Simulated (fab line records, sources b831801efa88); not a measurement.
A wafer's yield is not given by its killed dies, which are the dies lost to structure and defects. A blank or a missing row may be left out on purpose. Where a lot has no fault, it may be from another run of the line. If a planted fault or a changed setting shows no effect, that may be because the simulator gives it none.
fab line records | flow sky130
[record] lots = 12 | wafers = 36 | lastDay = 50
route steps=708 shown VIA1@479 VIA2@507 PAD_OPEN@708
lots with no fault: from the same line, run without faults
startH: the number of hours between the record's first day and the start of the first shown wafer of the lot | waitH: how many hours have passed since the lot's step before this one | " repeats the value in the row above | L1.1+2: a row that stands for several wafers | - either no value or no given start | * or withheld: withheld | < > ~ a bound
route shown NAME@n: names a module that has steps shown in the file, with the first one's number in the route | usual: mean/standard deviation taken from wafers without a fault | same: alike in all rows | chamber/n: place in a boat | sites: per-site readings | _std_site: the values' standard deviation | _edge_site: outer sites' mean less inner sites' | radiusMm: for every site, how far away it sits from the centre of the wafer | mask NAME#n: copy n | behind: tool/chamber where the wafer was last shaped | hold: cause of the lot's hold/its duration in hours/its outcome | device: transistor that didn't switch, given as n, p or np | end of line: tests of these same wafers at the route's end | a step without rows: its recipe alone | killed: dies lost to structure and defects at the first sort, not the wafer's yield | map: a wafer's dies, x killed, . not, _ none there
set.NAME: the setting that was run; set.NAME@STEP: the one run at that earlier step | model.NAME: the simulator's own value behind a step, which no gauge read
the route's steps for a sample of lots (tables are steps, rows are wafers)
services: a tool's chamber out of use, with start hour (startH, from the record's first day; less than 0 if before it), hours out, and reason
[[steps]]
[step SKY_VIA1_CVD_21]
[recipe] material = W | targetThkNm = 270 | timeS = 80.902 | tempC = 400 | pressureTorr = 40
[usual] heaterPowerW = 883/65
lot.wafer | tool    | chamber | startH | waitH | heaterPowerW
L518.1    | cvdW-01 | 0       | 788.38 | 0.1   | 789
L518.5    | "       | 0       | "      | "     | 770
L518.6    | "       | 1       | "      | "     | 936
L522.1    | cvdW-02 | 1       | 822.50 | 0.0   | 944
L522.2    | "       | 0       | "      | "     | 868
L522.3    | "       | 1       | "      | "     | 957
L525.3    | cvdW-01 | 0       | 850.89 | 0.1   | 781
L525.4    | "       | 1       | "      | "     | 889
L525.6    | "       | 0       | "      | "     | 787
L526.1    | cvdW-01 | 0       | 853.22 | 0.0   | 777
L526.3    | "       | 0       | "      | "     | 802
L526.6    | "       | 0       | "      | "     | 788
L527.1    | cvdW-02 | 0       | 853.30 | 0.0   | 885
L527.2    | "       | 1       | "      | "     | 937
L527.3    | "       | 1       | "      | "     | 968
L532.1    | cvdW-02 | 1       | 889.72 | 0.0   | 984
L532.2    | "       | 0       | "      | "     | 898
L532.3    | "       | 1       | "      | "     | 970
L533.1    | cvdW-02 | 1       | 898.49 | 0.0   | 956
L533.3    | "       | 1       | "      | "     | 978
L533.5    | "       | 1       | "      | "     | 970
L534.1    | cvdW-01 | 0       | 933.52 | 0.0   | 782
L534.2    | "       | 1       | "      | "     | 908
L534.3    | "       | 0       | "      | "     | 781
L536.4    | cvdW-02 | 1       | 935.10 | 0.1   | 987
L536.5    | "       | 0       | "      | "     | 837
L536.6    | "       | 1       | "      | "     | 967
L537.2    | cvdW-01 | 0       | 937.96 | 0.0   | 802
L537.5    | "       | 0       | "      | "     | 801
L537.6    | "       | 1       | "      | "     | 919
L538.1    | cvdW-01 | 1       | 940.01 | 0.0   | 912
L538.4    | "       | 1       | "      | "     | 936
L538.5    | "       | 0       | "      | "     | 795
L539.3    | cvdW-02 | 1       | 944.64 | 0.1   | 947
L539.4    | "       | 0       | "      | "     | 848
L539.6    | "       | 1       | "      | "     | 947
[step SKY_VIA1_RS_MEAS_22]
[recipe] thkMeasGauge = four-point-probe | reads = W_of_VIA1_CVD_21+TiN_of_VIA1_SPUTTER_20
[usual] VIA1_W_RS = 0.426/0.008
lot.wafer | tool         | chamber | startH | waitH | VIA1_W_RS[ohm/sq]
L518.1    | filmMetro-04 | -       | 788.47 | 0.1   | 0.425
L518.5    | "            | -       | "      | "     | 0.430
L518.6    | "            | -       | "      | "     | 0.426
L522.1    | filmMetro-01 | -       | 822.59 | 0.1   | 0.434
L522.2    | "            | -       | "      | "     | 0.419
L522.3    | "            | -       | "      | "     | 0.435
L525.3    | filmMetro-04 | -       | 850.99 | 0.1   | 0.424
L525.4    | "            | -       | "      | "     | 0.418
L525.6    | "            | -       | "      | "     | 0.427
L526.1    | filmMetro-04 | -       | 853.31 | 0.1   | 0.421
L526.3    | "            | -       | "      | "     | 0.420
L526.6    | "            | -       | "      | "     | 0.419
L527.1    | filmMetro-01 | -       | 853.39 | 0.1   | 0.413
L527.2    | "            | -       | "      | "     | 0.430
L527.3    | "            | -       | "      | "     | 0.437
L532.1    | filmMetro-01 | -       | 889.81 | 0.1   | 0.439
L532.2    | "            | -       | "      | "     | 0.417
L532.3    | "            | -       | "      | "     | 0.433
L533.1    | filmMetro-01 | -       | 898.58 | 0.1   | 0.436
L533.3    | "            | -       | "      | "     | 0.435
L533.5    | "            | -       | "      | "     | 0.430
L534.1    | filmMetro-02 | -       | 933.61 | 0.1   | 0.438
L534.2    | "            | -       | "      | "     | 0.424
L534.3    | "            | -       | "      | "     | 0.427
L536.4    | filmMetro-01 | -       | 935.22 | 0.1   | 0.441
L536.5    | "            | -       | "      | "     | 0.423
L536.6    | "            | -       | "      | "     | 0.437
L537.2    | filmMetro-01 | -       | 938.07 | 0.1   | 0.429
L537.5    | "            | -       | "      | "     | 0.432
L537.6    | "            | -       | "      | "     | 0.430
L538.1    | filmMetro-01 | -       | 940.10 | 0.1   | 0.435
L538.4    | "            | -       | "      | "     | 0.432
L538.5    | "            | -       | "      | "     | 0.436
L539.3    | filmMetro-02 | -       | 944.74 | 0.1   | 0.431
L539.4    | "            | -       | "      | "     | 0.422
L539.6    | "            | -       | "      | "     | 0.434
[step SKY_VIA2_HDPCVD_00]
[recipe] material = SiO2 | targetThkNm = 1180 | sigmaOpenFrac = 0.3 | timeS = 196.7 | tempC = 400 | sih4FlowSccm = 60 | pressureMtorr = 6
[usual] pressureMtorr = 6.001/0.013 | runLengthS = 224.2/0.41 | sih4FlowSccm = 59.98/0.16
lot.wafer | tool      | chamber | startH | waitH | pressureMtorr | runLengthS | sih4FlowSccm
L518.1    | hdpcvd-01 | 0       | 815.80 | 0.0   | 6.022         | 224.9      | 59.68
L518.5    | "         | 1       | "      | "     | 5.995         | 224.5      | 59.82
L518.6    | "         | 0       | "      | "     | 6.020         | 225.4      | 60.10
L522.1    | hdpcvd-02 | 1       | 850.42 | 0.0   | 5.996         | 223.7      | 60.00
L522.2    | "         | 0       | "      | "     | 6.010         | 224.3      | 60.34
L522.3    | "         | 2       | "      | "     | 5.990         | 224.0      | 60.06
L525.3    | hdpcvd-02 | 1       | 878.49 | 0.0   | -             | -          | -
L525.4    | "         | 2       | "      | "     | -             | -          | -
L525.6    | "         | 0       | "      | "     | -             | -          | -
L526.1    | hdpcvd-01 | 1       | 881.33 | 0.0   | -             | -          | -
L526.3    | "         | 2       | "      | "     | -             | -          | -
L526.6    | "         | 0       | "      | "     | -             | -          | -
L527.1    | hdpcvd-02 | 0       | 881.51 | 0.0   | -             | -          | -
L527.2    | "         | 2       | "      | "     | -             | -          | -
L527.3    | "         | 1       | "      | "     | -             | -          | -
L532.1    | hdpcvd-01 | 1       | 916.23 | 0.0   | 6.026         | 224.4      | 59.90
L532.2    | "         | 2       | "      | "     | 6.009         | 223.9      | 59.79
L532.3    | "         | 0       | "      | "     | 6.017         | 224.6      | 60.01
L533.1    | hdpcvd-02 | 0       | 925.13 | 0.0   | 5.996         | 224.0      | 60.03
L533.3    | "         | 1       | "      | "     | 6.010         | 223.8      | 59.79
L533.5    | "         | 1       | "      | "     | 6.015         | 224.0      | 59.90
L534.1    | hdpcvd-01 | 2       | 959.69 | 0.0   | 5.983         | 223.9      | 60.08
L534.2    | "         | 0       | "      | "     | 5.987         | 224.6      | 60.10
L534.3    | "         | 1       | "      | "     | 5.997         | 224.6      | 60.14
L536.4    | hdpcvd-01 | 2       | 961.41 | 0.1   | 6.004         | 224.1      | 59.78
L536.5    | "         | 1       | "      | "     | 5.982         | 224.3      | 60.11
L536.6    | "         | 0       | "      | "     | 6.006         | 225.0      | 59.85
L537.2    | hdpcvd-01 | 0       | 963.86 | 0.0   | 6.000         | 224.7      | 60.22
L537.5    | "         | 1       | "      | "     | 5.993         | 224.2      | 59.93
L537.6    | "         | 0       | "      | "     | 5.997         | 224.7      | 59.85
L538.1    | hdpcvd-02 | 2       | 966.56 | 0.0   | 5.990         | 224.2      | 60.10
L538.4    | "         | 2       | "      | "     | 6.002         | 224.0      | 59.75
L538.5    | "         | 1       | "      | "     | 5.997         | 223.7      | 60.16
L539.3    | hdpcvd-02 | 2       | 970.68 | 0.0   | 5.995         | 224.2      | 60.19
L539.4    | "         | 0       | "      | "     | 5.999         | 223.8      | 60.13
L539.6    | "         | 1       | "      | "     | 6.009         | 223.6      | 59.89
[step SKY_VIA2_OVL_MEAS_13]
[usual] VIA2_OVL = -2/5.8
lot.wafer | tool       | chamber | startH | waitH | VIA2_OVL[nm]
L518.1    | overlay-01 | -       | 843.02 | 0.1   | 2
L518.5    | "          | -       | "      | "     | 6
L518.6    | "          | -       | "      | "     | 4
L522.1    | overlay-02 | -       | 877.29 | 0.1   | -9
L522.2    | "          | -       | "      | "     | 7
L522.3    | "          | -       | "      | "     | -6
L525.3    | overlay-01 | -       | 904.65 | 0.1   | -6
L525.4    | "          | -       | "      | "     | -11
L525.6    | "          | -       | "      | "     | -4
L526.1    | overlay-02 | -       | 907.74 | 0.1   | -5
L526.3    | "          | -       | "      | "     | 1
L526.6    | "          | -       | "      | "     | 2
L527.1    | overlay-01 | -       | 908.09 | 0.1   | -9
L527.2    | "          | -       | "      | "     | -2
L527.3    | "          | -       | "      | "     | -9
L532.1    | overlay-02 | -       | 942.37 | 0.1   | -8
L532.2    | "          | -       | "      | "     | -1
L532.3    | "          | -       | "      | "     | -12
L533.1    | overlay-02 | -       | 949.99 | 0.1   | -3
L533.3    | "          | -       | "      | "     | -6
L533.5    | "          | -       | "      | "     | -6
L534.1    | overlay-01 | -       | 984.37 | 0.1   | -8
L534.2    | "          | -       | "      | "     | -15
L534.3    | "          | -       | "      | "     | -8
L536.4    | overlay-01 | -       | 986.26 | 0.1   | 3
L536.5    | "          | -       | "      | "     | 8
L536.6    | "          | -       | "      | "     | 8
L537.2    | overlay-02 | -       | 987.83 | 0.1   | -6
L537.5    | "          | -       | "      | "     | 0
L537.6    | "          | -       | "      | "     | 2
L538.1    | overlay-01 | -       | 991.09 | 0.1   | -8
L538.4    | "          | -       | "      | "     | -9
L538.5    | "          | -       | "      | "     | -5
L539.3    | overlay-01 | -       | 995.26 | 0.1   | -3
L539.4    | "          | -       | "      | "     | 4
L539.6    | "          | -       | "      | "     | -4
[step SKY_VIA2_ETCH_15]
[recipe] target = SiO2 | chemistry = C4F8/O2/Ar | targetDepthNm = 546 | stopOn = TiN | maskMaterial = KrF-thick | sourceW = 1500 | biasW = 1200 | pressureMtorr = 40 | c4f8FlowSccm = withheld | O2_flow_sccm = 6 | Ar_flow_sccm = 300 | timeS = 84
[usual] biasW = 1200/3.7 | oesProductAu = 0.940/0.0044
lot.wafer | tool       | chamber | startH | waitH | biasW | oesProductAu | rfHoursCounterH
L518.1    | rieDiel-01 | 0       | 843.10 | 0.0   | 1195  | 0.941        | 9
L518.5    | "          | 1       | "      | "     | 1197  | 0.934        | -
L518.6    | "          | 2       | "      | "     | 1201  | 0.950        | -
L522.1    | rieDiel-02 | 2       | 877.37 | 0.0   | 1205  | 0.932        | 18
L522.2    | "          | 0       | "      | "     | 1200  | 0.945        | 8
L522.3    | "          | 3       | "      | "     | 1205  | 0.941        | 19
L525.3    | rieDiel-04 | 3       | 904.72 | 0.0   | 1200  | 0.376        | 11
L525.4    | "          | 1       | "      | "     | 1201  | 0.376        | 14
L525.6    | "          | 2       | "      | "     | 1202  | 0.378        | -
L526.1    | rieDiel-02 | 0       | 907.82 | 0.0   | 1203  | 0.379        | 9
L526.3    | "          | 2       | "      | "     | 1201  | 0.382        | 19
L526.6    | "          | 1       | "      | "     | 1195  | 0.372        | -
L527.1    | rieDiel-01 | 2       | 908.17 | 0.0   | 1202  | 0.375        | 13
L527.2    | "          | 3       | "      | "     | 1204  | 0.375        | 3
L527.3    | "          | 0       | "      | "     | 1203  | 0.375        | 10
L532.1    | rieDiel-02 | 1       | 942.45 | 0.0   | 1200  | 0.934        | 8
L532.2    | "          | 0       | "      | "     | 1200  | 0.937        | 10
L532.3    | "          | 2       | "      | "     | 1203  | 0.945        | 20
L533.1    | rieDiel-02 | 0       | 950.07 | 0.0   | 1202  | 0.941        | 11
L533.3    | "          | 3       | "      | "     | 1205  | 0.940        | 22
L533.5    | "          | 0       | "      | "     | 1200  | 0.934        | -
L534.1    | rieDiel-01 | 1       | 984.45 | 0.0   | 1202  | 0.940        | 10
L534.2    | "          | 2       | "      | "     | 1200  | 0.937        | 15
L534.3    | "          | 0       | "      | "     | 1201  | 0.938        | 12
L536.4    | rieDiel-01 | 0       | 986.35 | 0.0   | 1193  | 0.941        | -
L536.5    | "          | 1       | "      | "     | 1200  | 0.947        | -
L536.6    | "          | 2       | "      | "     | 1207  | 0.946        | -
L537.2    | rieDiel-02 | 1       | 987.90 | 0.0   | 1201  | 0.942        | 9
L537.5    | "          | 1       | "      | "     | 1203  | 0.933        | -
L537.6    | "          | 2       | "      | "     | 1199  | 0.944        | -
L538.1    | rieDiel-04 | 3       | 991.17 | 0.0   | 1195  | 0.937        | 14
L538.4    | "          | 2       | "      | "     | 1197  | 0.946        | 22
L538.5    | "          | 3       | "      | "     | 1197  | 0.941        | -
L539.3    | rieDiel-01 | 2       | 995.32 | 0.0   | 1202  | 0.935        | 16
L539.4    | "          | 3       | "      | "     | 1193  | 0.935        | 4
L539.6    | "          | 0       | "      | "     | 1199  | 0.937        | -
[step SKY_PAD_OPEN_PROBE_99]
[usual] defectLimitedYield = 82.1/1.7 | killed_at_M0_to_M3 = 44/6.4 | killed_at_M4_up = 3.0/1.8 | killedAtContacts = 24/5 | killedAtFrontEnd = 16/4.3 | killedAtOther = 0.4/0.76 | killedDies = 88/8.6 | killedOnRim = 18/4 | killedOpen = 47/7.2 | killedShort = 40/5.5 | sort_bin_3_pad_short = 0.9/0.44 | sort_bin_5_function = 10.6/1.5 | sort_bin_6_memory = 6.4/1.2 | sortNPass = 404/8.6 | sortYieldPct = 82.1/1.7
[same] grossDies = 492 | killedAtBackSide = 0 | sort_bin_4_leakage[%] = 0 | sort_bin_8_speed[%] = 0
lot.wafer | tool      | chamber | startH  | waitH | defectLimitedYield[%] | killed_at_M0_to_M3 | killed_at_M4_up | killedAtContacts | killedAtFrontEnd | killedAtOther | killedDies | killedOnRim | killedOpen | killedShort | sort_bin_3_pad_short[%] | sort_bin_5_function[%] | sort_bin_6_memory[%] | sortNPass | sortYieldPct[%]
L525.3    | prober-02 | -       | 1119.53 | 0.2   | 0                     | 484                | 1               | 6                | 1                | 0             | 492        | 96          | 8          | 9           | 25.2                    | 72.0                   | 2.8                  | 0         | 0
L525.4    | prober-02 | -       | 1119.58 | 0.2   | 0                     | 480                | 1               | 9                | 2                | 0             | 492        | 96          | 11         | 10          | 25.2                    | 72.8                   | 2.0                  | 0         | 0
L525.6    | prober-02 | -       | 1119.68 | 0.2   | 0                     | 481                | 0               | 6                | 3                | 2             | 492        | 96          | 8          | 9           | 21.5                    | 76.2                   | 2.2                  | 0         | 0
L526.1    | prober-01 | -       | 1122.88 | 0.1   | 0                     | 485                | 2               | 1                | 3                | 1             | 492        | 96          | 2          | 7           | 23.6                    | 73.4                   | 3.0                  | 0         | 0
L526.3    | prober-01 | -       | 1122.98 | 0.2   | 0                     | 482                | 2               | 2                | 6                | 0             | 492        | 96          | 11         | 7           | 27.2                    | 68.5                   | 4.3                  | 0         | 0
L526.6    | prober-01 | -       | 1123.13 | 0.2   | 0                     | 482                | 1               | 5                | 4                | 0             | 492        | 96          | 12         | 9           | 22.6                    | 75.2                   | 2.2                  | 0         | 0
L527.1    | prober-02 | -       | 1124.90 | 0.1   | 0                     | 483                | 1               | 6                | 2                | 0             | 492        | 96          | 6          | 6           | 21.5                    | 74.8                   | 3.7                  | 0         | 0
L527.2    | prober-02 | -       | 1124.95 | 0.1   | 0                     | 487                | 0               | 3                | 2                | 0             | 492        | 96          | 11         | 5           | 26.8                    | 70.1                   | 3.0                  | 0         | 0
L527.3    | prober-02 | -       | 1125.00 | 0.2   | 0                     | 484                | 0               | 6                | 2                | 0             | 492        | 96          | 7          | 7           | 25.2                    | 71.7                   | 3.0                  | 0         | 0
L533.1    | prober-02 | -       | 1154.07 | 0.1   | 78.7                  | 45                 | 4               | 37               | 19               | 0             | 105        | 21          | 61         | 43          | 1.2                     | 11.6                   | 8.5                  | 387       | 78.7
L533.3    | prober-02 | -       | 1154.17 | 0.2   | 80.9                  | 43                 | 1               | 31               | 19               | 0             | 94         | 19          | 45         | 48          | 0.4                     | 11.6                   | 7.1                  | 398       | 80.9
L533.5    | prober-02 | -       | 1154.27 | 0.2   | 79.3                  | 53                 | 3               | 31               | 15               | 0             | 102        | 20          | 59         | 41          | 1.0                     | 11.0                   | 8.7                  | 390       | 79.3
L534.1    | prober-01 | -       | 1180.06 | 0.1   | 83.9                  | 44                 | 2               | 17               | 16               | 0             | 79         | 15          | 48         | 31          | 0.4                     | 10.2                   | 5.5                  | 413       | 83.9
L534.2    | prober-01 | -       | 1180.11 | 0.1   | 87.2                  | 31                 | 3               | 19               | 9                | 1             | 63         | 9           | 32         | 30          | 1.6                     | 7.1                    | 4.1                  | 429       | 87.2
L534.3    | prober-01 | -       | 1180.16 | 0.2   | 81.3                  | 42                 | 3               | 26               | 20               | 1             | 92         | 15          | 50         | 40          | 0.6                     | 9.6                    | 8.5                  | 400       | 81.3
L538.1    | prober-01 | -       | 1183.46 | 0.1   | 83.5                  | 45                 | 3               | 20               | 13               | 0             | 81         | 18          | 42         | 39          | 1.0                     | 9.6                    | 5.9                  | 411       | 83.5
L538.4    | prober-01 | -       | 1183.61 | 0.2   | 83.7                  | 39                 | 3               | 24               | 14               | 0             | 80         | 17          | 38         | 42          | 1.2                     | 8.7                    | 6.3                  | 412       | 83.7
L538.5    | prober-01 | -       | 1183.66 | 0.2   | 80.5                  | 55                 | 2               | 23               | 16               | 0             | 96         | 18          | 46         | 50          | 1.4                     | 10.2                   | 7.9                  | 396       | 80.5
// killed by level:class
L525.3 VIA2:lostPattern=471 VIA2:areaEtch=3 LI_CONTACT:geometricParticle:short=2 CONTACT:geometricParticle:short=2 VIA3:geometricParticle:open=2 POLY_GATE:geometricParticle:short=1 LI_CONTACT:geometricParticle:open=1 CONTACT:geometricParticle:open=1
L525.4 VIA2:lostPattern=470 CONTACT:geometricParticle:open=4 METAL2:geometricParticle:short=3 CONTACT:geometricParticle:short=2 VIA1:geometricParticle:open=2 LOCAL_INTERCONNECT:geometricParticle:short=1 POLY_GATE:geometricParticle:open=1 POLY_CUT:geometricParticle:short=1
L525.6 VIA2:lostPattern=473 LI_CONTACT:geometricParticle:open=3 LI_CONTACT:geometricParticle:short=2 VIA3:geometricParticle:short=2 METAL3:geometricParticle:short=2 POLY_GATE:geometricParticle:open=1 POLY_GATE:geometricParticle:short=1 SPACER:geometricParticle:open=1
L526.1 VIA2:lostPattern=480 FIELD_ISO:geometricParticle:short=2 METAL1:geometricParticle:short=2 SONOS_ONO:geometricParticle:short=1 VIA1:geometricParticle:open=1 VIA2:geometricParticle:open=1 CONTACT:geometricParticle:short=1 VIA1:geometricParticle:short=1
L526.3 VIA2:lostPattern=471 VIA1:geometricParticle:open=3 VIA3:geometricParticle:open=3 FIELD_ISO:geometricParticle:short=2 POLY_GATE:geometricParticle:open=2 FIELD_ISO:geometricParticle:open=1 POLY_GATE:geometricParticle:short=1 LI_CONTACT:geometricParticle:short=1
L526.6 VIA2:lostPattern=468 VIA1:geometricParticle:open=3 FIELD_ISO:geometricParticle:open=2 CONTACT:geometricParticle:short=2 METAL2:geometricParticle:short=2 METAL3:geometricParticle:short=2 VIA2:areaHdpcvd=2 POLY_GATE:geometricParticle:short=1
L527.1 VIA2:lostPattern=479 CONTACT:geometricParticle:open=3 CONTACT:geometricParticle:short=2 POLY_GATE:geometricParticle:short=1 POLY_GATE:geometricParticle:open=1 LOCAL_INTERCONNECT:geometricParticle:short=1 METAL1:geometricParticle:open=1 VIA1:geometricParticle:open=1
L527.2 VIA2:lostPattern=476 VIA1:geometricParticle:open=6 CONTACT:geometricParticle:open=2 VIA1:geometricParticle:short=2 VIA3:geometricParticle:open=2 POLY_GATE:geometricParticle:open=1 POLY_GATE:geometricParticle:short=1 LI_CONTACT:geometricParticle:short=1
L527.3 VIA2:lostPattern=476 LI_CONTACT:geometricParticle:open=2 LOCAL_INTERCONNECT:geometricParticle:short=2 VIA1:geometricParticle:open=2 METAL1:geometricParticle:short=2 FIELD_ISO:geometricParticle:short=1 CONTACT:geometricParticle:short=1 CONTACT:geometricParticle:open=1
L533.1 CONTACT:geometricParticle:open=18 LI_CONTACT:geometricParticle:open=10 VIA1:geometricParticle:open=10 VIA1:geometricParticle:short=7 FIELD_ISO:geometricParticle:open=6 METAL2:geometricParticle:short=6 VIA2:geometricParticle:open=5 CONTACT:geometricParticle:short=4
L533.3 VIA1:geometricParticle:open=10 CONTACT:geometricParticle:open=9 LI_CONTACT:geometricParticle:open=7 CONTACT:geometricParticle:short=7 VIA1:geometricParticle:short=7 VIA3:geometricParticle:open=6 METAL1:geometricParticle:short=5 FIELD_ISO:geometricParticle:open=4
L533.5 CONTACT:geometricParticle:open=16 VIA1:geometricParticle:open=13 LI_CONTACT:geometricParticle:open=8 VIA1:geometricParticle:short=7 VIA2:geometricParticle:open=7 FIELD_ISO:geometricParticle:open=5 CONTACT:geometricParticle:short=5 VIA3:geometricParticle:short=5
L534.1 VIA1:geometricParticle:open=12 LI_CONTACT:geometricParticle:open=7 VIA2:geometricParticle:open=7 CONTACT:geometricParticle:open=6 FIELD_ISO:geometricParticle:open=5 POLY_GATE:geometricParticle:short=4 VIA3:geometricParticle:open=4 VIA1:geometricParticle:short=4
L534.2 CONTACT:geometricParticle:open=11 VIA1:geometricParticle:open=6 METAL1:geometricParticle:short=5 VIA3:geometricParticle:open=5 FIELD_ISO:geometricParticle:short=4 CONTACT:geometricParticle:short=4 VIA2:geometricParticle:short=4 VIA1:geometricParticle:short=4
L534.3 VIA2:geometricParticle:open=9 LI_CONTACT:geometricParticle:open=9 CONTACT:geometricParticle:open=8 VIA3:geometricParticle:open=7 VIA1:geometricParticle:open=6 POLY_GATE:geometricParticle:short=5 SPACER:geometricParticle:short=5 METAL1:geometricParticle:short=5
L538.1 VIA1:geometricParticle:open=9 VIA2:geometricParticle:open=7 VIA1:geometricParticle:short=7 LI_CONTACT:geometricParticle:open=6 VIA3:geometricParticle:open=6 CONTACT:geometricParticle:open=5 CONTACT:geometricParticle:short=4 VIA2:geometricParticle:short=4
L538.4 VIA1:geometricParticle:open=11 CONTACT:geometricParticle:open=7 VIA1:geometricParticle:short=7 FIELD_ISO:geometricParticle:short=6 LOCAL_INTERCONNECT:geometricParticle:short=6 METAL1:geometricParticle:short=6 VIA3:geometricParticle:open=5 LI_CONTACT:geometricParticle:open=4
L538.5 VIA1:geometricParticle:open=16 VIA1:geometricParticle:short=9 CONTACT:geometricParticle:open=8 METAL2:geometricParticle:short=7 POLY_GATE:geometricParticle:short=6 LOCAL_INTERCONNECT:geometricParticle:short=6 VIA3:geometricParticle:short=6 VIA2:geometricParticle:open=5
[[services]]
tool       | chamber | startH | hours | kind
hdpcvd-01  | 2       | 774.48 | 4.7   | repair
hdpcvd-02  | 0       | 795.81 | 4.8   | repair
rieDiel-02 | 2       | 810.79 | 31.5  | repair
hdpcvd-02  | 2       | 824.02 | 22.3  | repair
cvdW-01    | -       | 829.60 | 14.6  | pm
rieDiel-02 | 1       | 840.87 | 4.1   | repair
rieDiel-01 | -       | 849.51 | 0.2   | repair
hdpcvd-01  | -       | 854.52 | 6.0   | pm
hdpcvd-02  | 2       | 855.24 | 7.6   | repair
rieDiel-02 | 3       | 858.95 | 3.1   | repair
rieDiel-01 | -       | 865.89 | 28.6  | repair
rieDiel-02 | 1       | 877.29 | 3.6   | repair
cvdW-01    | 0       | 879.55 | 10.1  | repair
cvdW-02    | -       | 904.00 | 14.0  | pm
hdpcvd-02  | -       | 915.69 | 5.4   | repair
cvdW-01    | -       | 918.00 | 6.0   | pm
cvdW-01    | 1       | 926.91 | 3.8   | repair
rieDiel-02 | -       | 930.55 | 0.5   | repair
hdpcvd-02  | 2       | 947.76 | 8.7   | repair
hdpcvd-02  | -       | 950.25 | 15.0  | pm
rieDiel-02 | 1       | 960.33 | 7.1   | repair
cvdW-02    | 0       | 969.53 | 3.9   | repair
hdpcvd-01  | 2       | 970.83 | 13.7  | repair
hdpcvd-01  | 0       | 974.26 | 5.0   | repair
[[key]]
[firstSign] step = SKY_VIA2_HDPCVD_00 | reading = toolRecord | direction = missing
[effect] step = SKY_VIA2_ETCH_15 | reading = oesProductAu | direction = down | sigmas = 99+ | usual = 0.940 | struck = 0.376
[effect] step = SKY_PAD_OPEN_PROBE_99 | reading = killed_at_M0_to_M3 | direction = up | sigmas = 68 | usual = 44 | struck = 483
metAt SKY_VIA2_HDPCVD_00
struckLots L525,L526,L527
laterRowsLeftOut L525.3,L525.4,L525.6,L526.1,L526.3,L526.6,L527.1,L527.2,L527.3
notActingAt SKY_VIA1_CVD_21,SKY_VIA1_RS_MEAS_22,SKY_VIA2_OVL_MEAS_13
onsetBetween 850.42 878.49
[fault] kind = skippedStepWhole | tool = hdpcvd-01,hdpcvd-02 | chamber = - | onsetH = 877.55 | steps = SKY_VIA2_HDPCVD_00 | scope = struckLotsOnly
// laterRowsLeftOut: the simulator's readings of these wafers behind a module that went badly wrong aren't trusted and aren't shown, but for the sort
